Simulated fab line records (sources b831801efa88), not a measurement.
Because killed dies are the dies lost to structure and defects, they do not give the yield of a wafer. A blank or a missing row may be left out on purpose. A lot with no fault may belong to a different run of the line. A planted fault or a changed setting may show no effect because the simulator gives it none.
One fault through the eyes of 2 desks ; flow sfq-line ; what lay behind the numbers comes last; until then each desk has only its own

== FROM THE METROLOGY DESK ==
What the gauges read for every lot (on any tool): the sampled wafers with a number, averaged. If a lot's mean is further than 4 standard deviations from the usual mean, the lot is out of limits and carries the mark OUT (the distance appears in the brackets).
Columns: A = M0_OVL at SFQ_M0_OVL_MEAS_906, usual -4 nm; B = M3_NB_RS at SFQ_M3_RS_MEAS_919, usual 0.893 ohm/sq
lot;first seen here;A;B
L668;day 10 22:58;-6;0.903
L671;day 11 06:10;-7;0.908
L672;day 11 10:58;-5;0.893
L673;day 11 13:22;-8;0.889
L674;day 11 15:46;-1;0.890
L675;day 11 18:10;1;0.895
L679;day 12 15:46;1;0.904
L681;day 13 01:22;-4;0.894
L685;day 13 21:19;-10;1.008 (+12) OUT
L686;day 14 02:07;1;0.898
L688;day 20 15:01;-4;1.132 (+26) OUT
L689;day 21 10:24;-5;0.890
L690;day 21 15:13;-3;0.882
L691;day 21 18:47;-3;0.900
This desk finds L685, L688 out of limits, with the earliest case on L685 at day 39 08:53 (M3_NB_RS at SFQ_M3_RS_MEAS_919). Within limits: L668, L671, L672, L673, L674, L675, L679, L681, L686, L689, L690, L691.

== TOOL OWNER'S DESK, pvd-sputter-05 ==
The tool's own readings at SFQ_TRILAYER_M3_DEP_SPUTTER_073 (material Nb, target thk 200 nm, time 133.3 s): means of the sampled wafers that have a number, for each lot that ran on this tool. If a lot's mean is further than 4 standard deviations from the usual mean, the lot is out of limits and carries the mark OUT (the distance appears in the brackets).
Columns: A = throttle-valve-pct at SFQ_TRILAYER_M3_DEP_SPUTTER_073, usual 29.6 %
lot;first seen here;A
L668;day 37 20:23;28.9
L671;day 38 02:59;29.0
L674;day 38 09:35;29.3
L679;day 38 20:47;28.9
L685;day 39 08:47;29.4
L688;day 39 16:34;30.4
L689;day 44 16:11;29.3
Result from this desk: across the 7 lots, nothing is out of limits.

== PUT TOGETHER ==
At day 39 08:53 the metrology desk could have sounded an alarm, on L685, L688.
The tool owner's desk saw nothing out of limits.
Tool owner's desk: L685, L688 on record, inside its limits.
All the named lots went through SFQ_TRILAYER_M3_DEP_SPUTTER_073 on pvd-sputter-05.

== WHAT HAD BEEN PUT IN BY THE SIMULATOR ==
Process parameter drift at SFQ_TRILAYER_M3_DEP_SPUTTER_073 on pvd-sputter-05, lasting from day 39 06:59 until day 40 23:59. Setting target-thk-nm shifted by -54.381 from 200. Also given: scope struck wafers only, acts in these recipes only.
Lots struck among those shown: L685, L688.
Time in hours between the start of the fault and the first out-of-limits reading at each desk: metrology desk, 2.
